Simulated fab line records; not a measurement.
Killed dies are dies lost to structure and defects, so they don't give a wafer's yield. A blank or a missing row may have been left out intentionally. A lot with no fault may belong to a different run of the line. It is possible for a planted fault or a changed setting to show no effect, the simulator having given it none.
fab line records	flow sky130
record: lots: 6	wafers: 18	last_day: 49
route steps=708 shown METAL5@671 PASSIVATION@681 PAD_OPEN@694
lots that met no fault: from a run of the same line without faults
start_h: the number of hours between the record's first day and the start of the first shown wafer of the lot	wait_h: hours elapsed since this lot's preceding step	" same as the row above	L1.1+2: several wafers, shown together as one row	- no value, or no start was given	* or withheld: withheld	< > ~ a bound
route shown NAME@n: names a module that has steps shown in the file, with the first one's number in the route	usual: the fault-free wafers' mean and standard deviation	same: alike in all rows	chamber/n: place in a boat	sites: the reading at each site	_std_site: the values' standard deviation	_edge_site: outer sites' mean less inner sites'	radius_mm: how far each site lies from the wafer's centre	mask NAME#n: copy n	behind: the last tool/chamber to shape the wafer	hold: what put the lot on hold/how long, in hours/how the hold closed	device: names the non-switching transistor (n, p or np)	end of line: tests run on the same wafers once the route is complete	step lacking rows: just its recipe	killed: at the first sort, the dies lost to defects and structure; wafer yield is something else	map: a wafer's dies, marking killed ones x, the rest . and places with no die _
set.NAME: the setting the step ran with; set.NAME@STEP: the setting that earlier step ran with	model.NAME: the simulator's own value behind a step, which no gauge read
lots at selected steps of the route; one table per step, one row per wafer
services: when a tool's chamber went out of use (start_h, in hours from the record's first day, below 0 if earlier), for how many hours, and the reason
== steps ==
step: SKY_METAL5_SOFTBAKE_10
recipe: temp_c: 90	time_s: 60	resist: NOVOLAK
step: SKY_METAL5_EXPOSE_11
recipe: mask_id: MM5	na: 0.6	source_shape: conventional	sigma_outer: 0.6	polarization: unpolarized	target_cd_nm: 1600	dose_mj: 190
step: SKY_METAL5_PEB_12
recipe: temp_c: withheld	time_s: *	resist: NOVOLAK
step: SKY_METAL5_DEVELOP_13
recipe: resist: NOVOLAK	developer: TMAH	develop_time_s: 60	dev_temp_c: 23
step: SKY_METAL5_DESCUM_14
recipe: chemistry: O2	source_power_w: 150	bias_power_w: 0	pressure_mtorr: 10	temp_c: 40	time_s: 11
step: SKY_METAL5_METAL_ETCH_15
recipe: target_depth_a: 12600	stop_on: SiO2	over_etch_frac: 0.2	time_s: 252	chemistry: Cl2/BCl3	resist_sidewall_deg: 86	pressure_mtorr: 10	icp_w: 900	bias_w: 48.5	Cl2_flow_sccm: 60	bcl3_flow_sccm: 30
usual: bias_w: 48.48/0.13	drypump_motor_current_A: 5.42/0.2	oes_product_au: 0.894/0.0049	throttle_valve_pct: 22.265/0.0098
lot.wafer	tool	chamber	start_h	wait_h	bias_w	drypump_motor_current_A	oes_product_au	rf_hours_counter_h	throttle_valve_pct
L345.2	rie_metal-04	1	1064.81	0.0	48.47	5.06	0.891	12	22.266
L345.4	"	0	"	"	48.44	5.65	0.887	-	22.259
L345.5	"	1	"	"	48.42	5.06	0.897	-	22.261
L348.1	rie_metal-02	1	1081.62	0.1	48.32	5.50	0.898	21	22.246
L348.2	"	1	"	"	48.25	5.51	0.892	-	22.278
L348.4	"	1	"	"	48.47	5.51	0.900	-	22.268
L352.1	rie_metal-04	0	1095.83	0.0	48.40	5.63	0.896	17	22.261
L352.2	"	1	"	"	48.40	5.05	0.889	15	22.255
L352.4	"	1	"	"	48.40	5.06	0.899	-	22.274
L354.1	rie_metal-04	0	1105.66	0.0	48.69	5.61	0.890	18	22.276
L354.4	"	0	"	"	48.59	5.61	0.890	-	22.267
L354.6	"	0	"	"	48.58	5.63	0.890	-	22.255
L359.1	rie_metal-02	0	1136.71	0.0	48.26	5.60	0.895	23	22.258
L359.3	"	1	"	"	48.35	5.47	0.904	-	22.244
L359.5	"	0	"	"	48.50	5.64	0.887	-	22.262
L360.3	rie_metal-02	1	1143.74	0.1	48.81	5.48	0.888	-	22.266
L360.4	"	0	"	"	48.43	5.62	0.887	-	22.263
L360.5	"	1	"	"	48.53	5.46	0.893	-	22.275
step: SKY_METAL5_STRIP_16
recipe: chemistry: O2/N2	power_w: 1400	pressure_mtorr: 1500	platen_temp_c: withheld	o2_flow_sccm: 3000	n2_flow_sccm: 300	overash_fraction: 0.5
usual: drypump_motor_current_A: 5.9/0.42	oes_product_au: 0.711/0.0047	strip_time_to_endpoint_s: 13.10/0.13
lot.wafer	tool	chamber	start_h	wait_h	drypump_motor_current_A	oes_product_au	rf_hours_counter_h	strip_time_to_endpoint_s
L345.2	plasma_asher-03	0	1065.04	0.2	6.5	0.718	93	13.02
L345.4	"	1	"	"	5.9	0.711	-	12.78
L345.5	"	1	"	"	5.9	0.710	-	12.90
L348.1	plasma_asher-03	0	1082.09	0.4	6.5	0.714	94	13.07
L348.2	"	1	"	"	5.9	0.705	94	13.11
L348.4	"	1	"	"	5.9	0.710	-	13.12
L352.1	plasma_asher-03	0	1096.07	0.2	6.5	0.705	95	12.97
L352.2	"	1	"	"	5.9	0.718	95	13.06
L352.4	"	1	"	"	5.9	0.709	-	13.02
L354.1	plasma_asher-03	1	1105.89	0.2	5.9	0.712	97	12.88
L354.4	"	0	"	"	6.5	0.714	-	12.97
L354.6	"	0	"	"	6.5	0.706	-	12.91
L359.1	plasma_asher-01	1	1136.94	0.2	5.2	0.713	7	13.23
L359.3	"	1	"	"	5.2	0.709	-	13.32
L359.5	"	0	"	"	5.9	0.717	-	13.28
L360.3	plasma_asher-01	0	1143.93	0.1	5.8	0.714	-	13.31
L360.4	"	1	"	"	5.2	0.714	-	13.15
L360.5	"	1	"	"	5.2	0.708	-	13.40
step: SKY_METAL5_STRIP_17
recipe: chemistry: post_etch_residue_remover	time_s: 1200	temp_c: 72.5
step: SKY_METAL5_CLEAN_18
recipe: chemistry: IPA	time_s: 180	temp_c: 25
step: SKY_METAL5_CLEAN_19
recipe: chemistry: O3/DIW	dry: n2_spin
step: SKY_PASSIVATION_CVD_00
recipe: material: SiO2	target_thk_nm: 90	temp_c: 400	time_s: withheld	rf_w: 600
usual: heater_power_w: 683/77
lot.wafer	tool	chamber	start_h	wait_h	heater_power_w
L345.2	pecvd-01	0	1065.98	0.0	655
L345.4	"	2	"	"	754
L345.5	"	1	"	"	606
L348.1	pecvd-04	0	1083.19	0.0	752
L348.2	"	2	"	"	612
L348.4	"	2	"	"	626
L352.1	pecvd-04	1	1097.06	0.0	551
L352.2	"	0	"	"	746
L352.4	"	1	"	"	551
L354.1	pecvd-02	2	1106.83	0.0	775
L354.4	"	2	"	"	790
L354.6	"	1	"	"	741
L359.1	pecvd-02	1	1137.59	0.0	676
L359.3	"	0	"	"	655
L359.5	"	2	"	"	780
L360.3	pecvd-01	1	1145.07	0.0	653
L360.4	"	2	"	"	814
L360.5	"	1	"	"	671
step: SKY_PASSIVATION_THK_MEAS_01
recipe: reads: SiO2_of_PASSIVATION_CVD_00
usual: PASSIVATION_CVD_00_THK: 90.1/1.2
lot.wafer	tool	chamber	start_h	wait_h	PASSIVATION_CVD_00_THK[nm]
L345.2	film_metro-04	-	1066.01	-	88.9
L345.4	"	-	"	"	91.1
L345.5	"	-	"	"	91.5
L348.1	film_metro-02	-	1083.21	-	90.2
L348.2	"	-	"	"	88.6
L348.4	"	-	"	"	90.6
L352.1	film_metro-04	-	1097.08	-	90.3
L352.2	"	-	"	"	90.7
L352.4	"	-	"	"	91.7
L354.1	film_metro-03	-	1106.85	-	89.1
L354.4	"	-	"	"	90.3
L354.6	"	-	"	"	91.0
L359.1	film_metro-02	-	1137.61	-	92.4
L359.3	"	-	"	"	90.3
L359.5	"	-	"	"	92.2
L360.3	film_metro-04	-	1145.12	-	89.8
L360.4	"	-	"	"	89.3
L360.5	"	-	"	"	91.0
step: SKY_PASSIVATION_CVD_02
recipe: material: Si3N4	target_thk_nm: 540	temp_c: 400	time_s: withheld	rf_w: 450
usual: heater_power_w: 729/80
lot.wafer	tool	chamber	start_h	wait_h	heater_power_w	model.Si3N4_of_PASSIVATION_CVD_02.thk_nm
L345.2	pecvd-02	1	1066.06	0.0	818	544.5
L345.4	"	2	"	"	739	546.7
L345.5	"	1	"	"	666	544.2
L348.1	pecvd-01	0	1083.27	0.1	674	532.5
L348.2	"	1	"	"	668	529.5
L348.4	"	2	"	"	805	540.4
L352.1	pecvd-01	0	1097.14	0.1	675	635.5
L352.2	"	2	"	"	810	630
L352.4	"	1	"	"	623	540.2
L354.1	pecvd-01	1	1106.91	0.1	745	623.6
L354.4	"	1	"	"	615	539.4
L354.6	"	2	"	"	890	540.3
L359.1	pecvd-04	1	1137.67	0.1	691	540.5
L359.3	"	2	"	"	669	544.3
L359.5	"	2	"	"	672	551.8
L360.3	pecvd-04	2	1145.27	0.1	636	548.4
L360.4	"	0	"	"	823	538.8
L360.5	"	2	"	"	664	553.3
step: SKY_PASSIVATION_THK_MEAS_03
recipe: reads: Si3N4_of_PASSIVATION_CVD_02
usual: PASSIVATION_CVD_02_THK: 543/7.5
lot.wafer	tool	chamber	start_h	wait_h	hold	PASSIVATION_CVD_02_THK[nm]
L345.2	film_metro-03	-	1066.29	-	-	544
L345.4	"	-	"	"	-	547
L345.5	"	-	"	"	-	544
L348.1	film_metro-03	-	1083.50	-	-	532
L348.2	"	-	"	"	-	529
L348.4	"	-	"	"	-	540
L352.1	film_metro-04	-	1097.37	-	await_dispo/0.2h/release	636
L352.2	"	-	"	"	await_dispo/0.2h/release	630
L352.4	"	-	"	"	await_dispo/0.2h/release	540
L352.1	film_metro-04	-	1097.59	0.2	-	636
L352.2	"	-	"	"	-	630
L352.4	"	-	"	"	-	540
L354.1	film_metro-03	-	1107.13	-	await_dispo/0.2h/release	624
L354.4	"	-	"	"	await_dispo/0.2h/release	539
L354.6	"	-	"	"	await_dispo/0.2h/release	541
L354.1	film_metro-03	-	1107.36	0.2	-	623
L354.4	"	-	"	"	-	540
L354.6	"	-	"	"	-	540
L359.1	film_metro-03	-	1137.90	-	-	541
L359.3	"	-	"	"	-	544
L359.5	"	-	"	"	-	552
L360.3	film_metro-04	-	1145.51	-	-	548
L360.4	"	-	"	"	-	539
L360.5	"	-	"	"	-	553
step: SKY_PASSIVATION_HMDS_05
recipe: prime_time_s: 60	prime_temp_c: 120
step: SKY_PASSIVATION_COAT_06
recipe: spin_rpm: 2000	resist_thk_nm: 3000
step: SKY_PASSIVATION_SOFTBAKE_07
recipe: temp_c: 110	time_s: withheld
step: SKY_PASSIVATION_EXPOSE_08
recipe: mask_id: NSM	target_cd_nm: 3000	na: 0.57	dose_mj: 260
step: SKY_PASSIVATION_PEB_09
recipe: temp_c: 115	time_s: withheld
step: SKY_PASSIVATION_DEVELOP_10
recipe: develop_time_s: 60	dev_temp_c: 23
step: SKY_PASSIVATION_ETCH_11
recipe: chemistry: CF4/O2	target_depth_nm: 725	stop_on: AlCu	source_w: 800	bias_w: 150	pressure_mtorr: 150	cf4_flow_sccm: 80	O2_flow_sccm: 10	time_s: 161.1
usual: bias_w: 150.0/0.49	drypump_motor_current_A: 5.7/0.49	oes_product_au: 0.980/0.0074	throttle_valve_pct: 5.965/0.0099
lot.wafer	tool	chamber	start_h	wait_h	bias_w	drypump_motor_current_A	oes_product_au	rf_hours_counter_h	throttle_valve_pct	model.PASSIVATION.feature_depth_nm	model.etch.depth_nm
L345.2	rie_diel-03	1	1086.40	-	149.8	5.5	0.982	13	5.961	707.4	707.4
L345.4	"	0	"	"	149.0	5.8	0.978	11	5.965	713.1	713.1
L345.5	"	1	"	"	150.7	5.5	0.976	-	5.976	711	711
L348.1	rie_diel-04	1	1104.35	-	149.2	6.1	0.970	26	5.969	697.8	697.8
L348.2	"	2	"	"	149.2	5.2	0.961	0	5.958	692.1	692.1
L348.4	"	0	"	"	149.5	5.1	0.983	24	5.959	705.3	705.3
L352.1	rie_diel-01	3	1118.52	-	150.8	6.0	0.992	30	5.968	725.3	725.3
L352.2	"	2	"	"	150.3	6.5	0.994	12	5.969	720.8	720.8
L352.4	"	1	"	"	149.0	5.2	0.978	25	5.957	706.6	706.6
L354.1	rie_diel-04	3	1127.85	-	149.7	5.6	0.983	19	5.965	712.7	712.7
L354.4	"	2	"	"	149.6	5.2	0.971	1	5.972	702.9	702.9
L354.6	"	1	"	"	149.6	6.1	0.985	-	5.964	704.9	704.9
L359.1	rie_diel-04	2	1155.55	-	150.0	5.2	0.979	3	5.978	707.6	707.6
L359.3	"	0	"	"	149.2	5.1	0.984	26	5.947	709.1	709.1
L359.5	"	2	"	"	149.7	5.2	0.978	-	5.954	715.8	715.8
L360.3	rie_diel-03	3	1162.55	-	150.2	6.6	0.979	12	5.965	711.2	711.2
L360.4	"	0	"	"	150.0	5.7	0.969	14	5.964	702.3	702.3
L360.5	"	0	"	"	149.4	5.8	0.988	-	5.975	716.8	716.8
step: SKY_PASSIVATION_STRIP_12
recipe: chemistry: O2/N2	power_w: 1400	pressure_mtorr: 1500	platen_temp_c: withheld	overash_fraction: 0.7	o2_flow_sccm: 3000	n2_flow_sccm: 300
usual: drypump_motor_current_A: 5.7/0.44	oes_product_au: 0.661/0.0048	strip_time_to_endpoint_s: 31.49/0.14
lot.wafer	tool	chamber	start_h	wait_h	drypump_motor_current_A	oes_product_au	rf_hours_counter_h	strip_time_to_endpoint_s
L345.2	plasma_asher-04	1	1086.50	0.1	6.0	0.660	33	31.31
L345.4	"	0	"	"	6.0	0.655	-	31.31
L345.5	"	1	"	"	6.0	0.660	-	31.37
L348.1	plasma_asher-03	0	1104.45	0.1	6.5	0.666	97	31.62
L348.2	"	1	"	"	5.9	0.663	97	31.82
L348.4	"	1	"	"	5.9	0.665	-	31.62
L352.1	plasma_asher-02	0	1118.63	0.1	5.2	0.659	68	31.57
L352.2	"	1	"	"	5.1	0.663	68	31.55
L352.4	"	1	"	"	5.1	0.662	-	31.30
L354.1	plasma_asher-02	1	1127.95	0.1	5.2	0.657	69	31.49
L354.4	"	1	"	"	5.2	0.652	-	31.70
L354.6	"	1	"	"	5.1	0.660	-	31.51
L359.1	plasma_asher-04	1	1155.65	0.1	6.0	0.655	40	31.66
L359.3	"	0	"	"	6.0	0.667	-	31.41
L359.5	"	1	"	"	6.0	0.665	-	31.58
L360.3	plasma_asher-02	1	1162.69	0.1	5.2	0.661	-	31.42
L360.4	"	0	"	"	5.2	0.654	-	31.56
L360.5	"	1	"	"	5.2	0.660	-	31.60
step: SKY_PAD_OPEN_DEHYDRATE_00
recipe: temp_c: 200	time_s: 60
step: SKY_PAD_OPEN_HMDS_01
recipe: prime_time_s: 60	prime_temp_c: 120
step: SKY_PAD_OPEN_COAT_02
recipe: spin_rpm: 2000	resist_thk_nm: 3000
step: SKY_PAD_OPEN_SOFTBAKE_03
recipe: temp_c: 110	time_s: withheld
step: SKY_PAD_OPEN_EXPOSE_04
recipe: mask_id: PDM	target_cd_nm: 60000	na: 0.57	dose_mj: 253.6
step: SKY_PAD_OPEN_PEB_05
recipe: temp_c: 115	time_s: withheld
step: SKY_PAD_OPEN_DEVELOP_06
recipe: develop_time_s: 60	dev_temp_c: 23
step: SKY_PAD_OPEN_ETCH_07
recipe: chemistry: CF4/O2	target_depth_nm: 725	stop_on: AlCu	source_w: 825.4	bias_w: 150	pressure_mtorr: 150	cf4_flow_sccm: 80	O2_flow_sccm: 10	time_s: 161.1
usual: bias_w: 150.0/0.49	drypump_motor_current_A: 5.7/0.54	oes_product_au: 0.982/0.0076	throttle_valve_pct: 5.966/0.0093
lot.wafer	tool	chamber	start_h	wait_h	bias_w	drypump_motor_current_A	oes_product_au	rf_hours_counter_h	throttle_valve_pct	model.PAD_OPEN.feature_depth_nm	model.etch.depth_nm
L345.2	rie_diel-01	2	1107.09	-	149.7	6.4	0.987	11	5.959	707.4	707.4
L345.4	"	0	"	"	149.7	6.2	0.985	3	5.981	713.1	713.1
L345.5	"	2	"	"	150.8	6.4	0.975	-	5.958	711	711
L348.1	rie_diel-02	1	1124.95	-	149.4	6.0	0.966	20	5.950	697.8	697.8
L348.2	"	3	"	"	149.4	6.3	0.968	20	5.965	692.1	692.1
L348.4	"	1	"	"	149.2	6.0	0.979	-	5.968	705.3	705.3
L352.1	rie_diel-04	0	1138.04	-	149.6	5.1	0.989	25	5.966	725.8	725.8
L352.2	"	3	"	"	149.8	5.6	0.992	20	5.974	720.8	720.8
L352.4	"	3	"	"	150.0	5.6	0.978	-	5.966	706.6	706.6
L354.1	rie_diel-01	3	1146.89	-	150.3	6.0	0.988	31	5.976	712.7	712.7
L354.4	"	2	"	"	149.4	6.5	0.979	13	5.957	702.9	702.9
L354.6	"	0	"	"	149.9	6.2	0.984	-	5.955	704.9	704.9
L359.1	rie_diel-01	2	1173.24	-	150.0	6.4	0.981	14	5.964	707.6	707.6
L359.3	"	0	"	"	150.3	6.2	0.988	6	5.976	709.1	709.1
L359.5	"	1	"	"	149.9	5.2	0.994	-	5.961	718.7	718.7
L360.3	rie_diel-02	1	1178.95	-	149.6	6.0	0.978	22	5.958	711.2	711.2
L360.4	"	3	"	"	151.0	6.3	0.985	22	5.951	702.3	702.3
L360.5	"	3	"	"	150.0	6.3	0.985	-	5.971	716.8	716.8
step: SKY_PAD_OPEN_STRIP_08
recipe: chemistry: O2/N2	power_w: 1400	pressure_mtorr: 1500	platen_temp_c: withheld	overash_fraction: 0.7	o2_flow_sccm: 3000	n2_flow_sccm: 300
usual: drypump_motor_current_A: 5.5/0.37	oes_product_au: 0.663/0.0046	strip_time_to_endpoint_s: 37.05/0.081
lot.wafer	tool	chamber	start_h	wait_h	drypump_motor_current_A	oes_product_au	rf_hours_counter_h	strip_time_to_endpoint_s
L345.2	plasma_asher-04	1	1107.20	0.1	6.0	0.666	35	37.07
L345.4	"	0	"	"	5.9	0.664	-	37.19
L345.5	"	0	"	"	6.0	0.665	-	37.09
L348.1	plasma_asher-01	1	1125.05	0.1	5.2	0.661	6	37.01
L348.2	"	0	"	"	5.9	0.667	6	37.13
L348.4	"	1	"	"	5.2	0.663	-	37.02
L352.1	plasma_asher-02	1	1138.15	0.1	5.2	0.663	70	37.05
L352.2	"	0	"	"	5.2	0.667	70	37.10
L352.4	"	1	"	"	5.2	0.664	-	37.10
L354.1	plasma_asher-04	0	1147.00	0.1	6.0	0.657	39	36.97
L354.4	"	0	"	"	6.0	0.669	-	36.94
L354.6	"	1	"	"	6.0	0.672	-	37.03
L359.1	plasma_asher-01	0	1173.35	0.1	5.9	0.667	11	37.01
L359.3	"	0	"	"	5.9	0.668	-	37.04
L359.5	"	1	"	"	5.2	0.666	-	36.93
L360.3	plasma_asher-02	0	1179.09	0.1	5.2	0.653	-	37.14
L360.4	"	1	"	"	5.2	0.666	-	37.06
L360.5	"	1	"	"	5.2	0.660	-	37.02
step: SKY_PAD_OPEN_STRIP_09
recipe: chemistry: post_etch_residue_remover	time_s: 1200	temp_c: 72.5
usual: bath_guard_temp_C: 72.5/0.47
lot.wafer	tool	chamber	start_h	wait_h	bath_guard_temp_C	model.Si3N4_of_PASSIVATION_CVD_02.thk_nm
L345.2	wet_bench-02	1	1107.30	0.1	73.4	544.1
L345.4	"	1	"	"	73.0	546.3
L345.5	"	1	"	"	73.2	543.9
L348.1	wet_bench-02	3	1125.18	0.1	72.7	532.1
L348.2	"	3	"	"	72.6	529.2
L348.4	"	3	"	"	72.9	540
L352.1	wet_bench-02	1	1138.25	0.1	73.4	635.1
L352.2	"	1	"	"	72.9	629.7
L352.4	"	1	"	"	73.4	539.9
L354.1	wet_bench-02	2	1147.10	0.1	72.3	623.3
L354.4	"	2	"	"	72.4	539.1
L354.6	"	2	"	"	72.0	539.9
L359.1	wet_bench-04	0	1173.45	0.1	71.6	540.1
L359.3	"	0	"	"	71.9	543.9
L359.5	"	0	"	"	71.8	551.4
L360.3	wet_bench-02	2	1179.15	0.0	72.6	548
L360.4	"	2	"	"	72.4	538.5
L360.5	"	2	"	"	72.3	552.9
step: SKY_PAD_OPEN_CLEAN_10
recipe: chemistry: IPA	time_s: 180	temp_c: 25
step: SKY_PAD_OPEN_PROBE_99
usual: defect_limited_yield: 82.7/2	killed_at_M0_to_M3: 43/7.4	killed_at_M4_up: 3.5/2.1	killed_at_contacts: 24/5.4	killed_at_front_end: 15/4.7	killed_at_other: 0.2/0.44	killed_dies: 85/10	killed_open: 47/7.1	killed_short: 38/7	sort_bin_3_pad_short: 0.9/0.41	sort_bin_5_function: 10.4/1.6	sort_bin_6_memory: 6.1/1.1	sort_n_pass: 407/10	sort_yield_pct: 82.7/2
same: gross_dies: 492	killed_at_back_side: 0	sort_bin_4_leakage[%]: 0	sort_bin_8_speed[%]: 0
lot.wafer	tool	chamber	start_h	wait_h	defect_limited_yield[%]	killed_at_M0_to_M3	killed_at_M4_up	killed_at_contacts	killed_at_front_end	killed_at_other	killed_dies	killed_open	killed_short	sort_bin_3_pad_short[%]	sort_bin_5_function[%]	sort_bin_6_memory[%]	sort_n_pass	sort_yield_pct[%]
L348.1	prober-02	-	1127.38	0.1	85.4	39	6	15	12	0	72	40	32	0.6	7.3	6.7	420	85.4
L348.2	prober-02	-	1127.43	0.1	83.1	38	2	25	18	0	83	41	42	0.6	9.8	6.5	409	83.1
L348.4	prober-02	-	1127.53	0.2	83.5	44	4	20	13	0	81	41	40	1.0	9.8	5.7	411	83.5
L354.1	prober-01	-	1149.49	0.1	86.4	32	4	18	13	0	67	36	31	0.8	8.1	4.7	425	86.4
L354.4	prober-01	-	1149.64	0.2	85.4	35	3	26	8	0	72	39	33	0.6	8.9	5.1	420	85.4
L354.6	prober-01	-	1149.74	0.2	82.7	39	4	27	14	1	85	52	33	1.0	11.4	4.9	407	82.7
L359.1	prober-02	-	1175.98	0.1	84.8	40	2	22	11	0	75	45	30	1.0	9.3	4.9	417	84.8
L359.3	prober-02	-	1176.08	0.2	79.3	61	6	26	9	0	102	51	51	1.6	11.6	7.5	390	79.3
L359.5	prober-02	-	1176.18	0.2	80.5	50	3	29	14	0	96	56	40	1.0	13.2	5.3	396	80.5
L360.3	prober-01	-	1181.41	0.2	81.1	37	4	32	19	1	93	48	45	1.2	11.0	6.7	399	81.1
L360.4	prober-01	-	1181.46	0.2	83.1	34	2	28	18	1	83	49	34	0.8	10.2	5.9	409	83.1
L360.5	prober-01	-	1181.51	0.2	83.1	41	5	13	24	0	83	43	40	0.8	10.2	5.9	409	83.1
killed by level:class
L348.1 METAL1:geometric_particle:short=10 VIA1:geometric_particle:open=9 VIA3:geometric_particle:open=8 CONTACT:geometric_particle:open=6 CONTACT:geometric_particle:short=5 POLY_GATE:geometric_particle:short=4 METAL4:geometric_particle:short=4 POLY_GATE:geometric_particle:open=3
L348.2 VIA1:geometric_particle:open=9 POLY_GATE:geometric_particle:open=7 LI_CONTACT:geometric_particle:open=7 LOCAL_INTERCONNECT:geometric_particle:short=7 METAL2:geometric_particle:short=6 CONTACT:geometric_particle:short=5 FIELD_ISO:geometric_particle:short=4 CONTACT:geometric_particle:open=4
L348.4 VIA1:geometric_particle:open=10 CONTACT:geometric_particle:open=8 METAL1:geometric_particle:short=5 VIA2:geometric_particle:open=5 VIA3:geometric_particle:open=5 FIELD_ISO:geometric_particle:short=4 LI_CONTACT:geometric_particle:open=4 CONTACT:geometric_particle:short=4
L354.1 VIA2:geometric_particle:open=7 LI_CONTACT:geometric_particle:open=5 VIA1:geometric_particle:open=5 VIA3:geometric_particle:open=5 FIELD_ISO:geometric_particle:short=4 LOCAL_INTERCONNECT:geometric_particle:short=4 CONTACT:geometric_particle:open=4 VIA1:geometric_particle:short=4
L354.4 VIA1:geometric_particle:open=11 CONTACT:geometric_particle:open=8 LI_CONTACT:geometric_particle:open=6 LOCAL_INTERCONNECT:geometric_particle:short=5 CONTACT:geometric_particle:short=5 METAL1:geometric_particle:short=5 FIELD_ISO:geometric_particle:short=4 METAL2:geometric_particle:short=4
L354.6 VIA1:geometric_particle:open=14 CONTACT:geometric_particle:open=10 VIA3:geometric_particle:open=7 LI_CONTACT:geometric_particle:open=6 LOCAL_INTERCONNECT:geometric_particle:short=6 POLY_GATE:geometric_particle:open=4 VIA2:geometric_particle:open=4 METAL4:geometric_particle:short=4
L359.1 CONTACT:geometric_particle:open=10 LI_CONTACT:geometric_particle:open=8 VIA1:geometric_particle:open=8 METAL2:geometric_particle:short=6 METAL1:geometric_particle:short=5 VIA2:geometric_particle:short=4 VIA2:geometric_particle:open=4 FIELD_ISO:geometric_particle:short=3
L359.3 LI_CONTACT:geometric_particle:open=12 METAL1:geometric_particle:short=11 VIA3:geometric_particle:open=10 VIA1:geometric_particle:open=9 VIA3:geometric_particle:short=7 VIA2:geometric_particle:open=7 METAL2:geometric_particle:short=5 CONTACT:geometric_particle:short=4
L359.5 LI_CONTACT:geometric_particle:open=13 METAL2:geometric_particle:short=11 CONTACT:geometric_particle:open=10 VIA2:geometric_particle:open=10 POLY_GATE:geometric_particle:open=6 VIA1:geometric_particle:open=5 METAL3:geometric_particle:short=5 METAL2:geometric_particle:open=3
L360.3 CONTACT:geometric_particle:open=10 VIA3:geometric_particle:open=9 LI_CONTACT:geometric_particle:open=7 CONTACT:geometric_particle:short=7 FIELD_ISO:geometric_particle:open=5 POLY_GATE:geometric_particle:short=5 LOCAL_INTERCONNECT:geometric_particle:short=5 METAL2:geometric_particle:short=5
L360.4 CONTACT:geometric_particle:open=11 METAL1:geometric_particle:short=8 FIELD_ISO:geometric_particle:open=7 VIA2:geometric_particle:open=6 VIA1:geometric_particle:open=6 POLY_GATE:geometric_particle:open=5 LOCAL_INTERCONNECT:geometric_particle:short=5 LI_CONTACT:geometric_particle:open=5
L360.5 FIELD_ISO:geometric_particle:short=12 VIA1:geometric_particle:open=11 CONTACT:geometric_particle:open=6 VIA2:geometric_particle:open=6 METAL1:geometric_particle:short=5 VIA3:geometric_particle:open=5 METAL4:geometric_particle:short=5 SPACER:geometric_particle:open=4
== services ==
tool	chamber	start_h	hours	kind
pecvd-02	-	1040.91	6.0	pm
pecvd-04	0	1041.12	4.8	repair
rie_diel-04	3	1044.22	5.0	repair
plasma_asher-01	-	1055.25	9.0	pm
rie_diel-02	2	1058.40	7.4	repair
pecvd-02	-	1059.39	1.7	repair
rie_diel-04	0	1061.57	4.8	repair
plasma_asher-02	-	1072.64	0.5	repair
rie_metal-02	0	1080.40	10.2	repair
pecvd-01	-	1082.45	0.7	repair
rie_metal-04	1	1086.94	7.9	repair
rie_diel-02	3	1110.86	11.9	repair
rie_metal-04	-	1112.97	0.6	repair
pecvd-04	1	1118.22	16.6	repair
rie_diel-04	1	1132.04	14.8	repair
plasma_asher-03	-	1137.22	2.8	pm
pecvd-04	1	1139.85	19.6	repair
pecvd-02	0	1147.41	8.6	repair
pecvd-01	-	1155.76	6.0	pm
plasma_asher-04	-	1155.92	2.3	repair
rie_metal-02	1	1158.01	20.7	repair
plasma_asher-03	-	1167.48	8.2	repair
rie_diel-01	0	1175.37	4.9	repair
pecvd-02	1	1176.09	8.6	repair
== key ==
first_sign: step: SKY_PASSIVATION_THK_MEAS_03	reading: visit	direction: added
effect: step: SKY_PASSIVATION_THK_MEAS_03	reading: PASSIVATION_CVD_02_THK	direction: up	sigmas: 12	usual: 543	struck: 630
model_effect: step: SKY_PASSIVATION_CVD_02	value: Si3N4_of_PASSIVATION_CVD_02.thk_nm	without: 536.7	struck: 629.7
model_effect: step: SKY_PASSIVATION_ETCH_11	value: PASSIVATION.feature_depth_nm	without: 701.2	struck: 719.6
model_effect: step: SKY_PAD_OPEN_ETCH_07	value: PAD_OPEN.feature_depth_nm	without: 701.2	struck: 719.8
model_effect: step: SKY_PAD_OPEN_STRIP_09	value: Si3N4_of_PASSIVATION_CVD_02.thk_nm	without: 536.4	struck: 629.4
met_at SKY_PASSIVATION_CVD_02
struck_wafers L352.1,L352.2,L354.1
onset_between 1083.27 1097.14
fault: kind: process_parameter_drift	tool: pecvd-01	chamber: -	onset_h: 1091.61	steps: SKY_PASSIVATION_CVD_02	channel: time_s	offset: withheld	shape: step	end_h: 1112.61	scope: struck_wafers_only	acts_in: *
